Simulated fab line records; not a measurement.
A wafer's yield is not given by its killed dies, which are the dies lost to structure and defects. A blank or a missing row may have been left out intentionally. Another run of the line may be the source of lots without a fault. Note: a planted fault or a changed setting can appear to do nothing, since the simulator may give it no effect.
Matching of chambers | flow gf180mcu | 4 sister chambers for GF_CONTACT_CMP_27 on cmp-02
The step polishes, stops on SiO2, t overpolish 15 s, target thk 0 nm. 4 wafers are shown with their chamber, then 8 later ones without.

== WAFERS PAIRED WITH THEIR CHAMBERS ==
wafer  | chamber | motor current A (A)
L184.2 | 1       | 11.2
L184.3 | 3       | 11.1
L184.5 | 2       | 10.5
L186.1 | 0       | 12.3

== WAFERS WITH NO CHAMBER GIVEN ==
wafer  | motor current A (A)
L186.2 | 11.0
L186.4 | 10.7
L187.1 | 10.1
L187.2 | 11.3
L187.6 | 10.7
L188.2 | 12.3
L188.3 | 11.4
L188.5 | 10.6

== EACH ONE'S CHAMBER ==
wafer  | from the rows above          | in truth
L186.2 | can't be placed: 3 or 1      | 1
L186.4 | can't be placed: 2 or 3 or 1 | 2
L187.1 | 2                            | 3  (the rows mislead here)
L187.2 | can't be placed: 1 or 3      | 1
L187.6 | can't be placed: 2 or 3 or 1 | 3
L188.2 | 0                            | 0
L188.3 | can't be placed: 1 or 3      | 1
L188.5 | 2                            | 2
Placed correctly: 2 of 8. Unplaceable from these rows: 5, with the true chamber sitting among the candidates in 5. Placed wrongly: 1.
How it was worked out, from the rows above alone: a wafer's distance from a chamber is the root of the sum, over the readings, of the square of ((its reading less the chamber's mean) divided by the reading's scatter). If the next closest chamber is less than 2 further off than the closest, the wafer can't be placed; otherwise it belongs to the closest. Each chamber's mean is taken over the wafers shown for it. The scatter (one wafer shown for each chamber): square how far every hidden wafer sits from the nearest shown wafer, average those squares and take the square root.
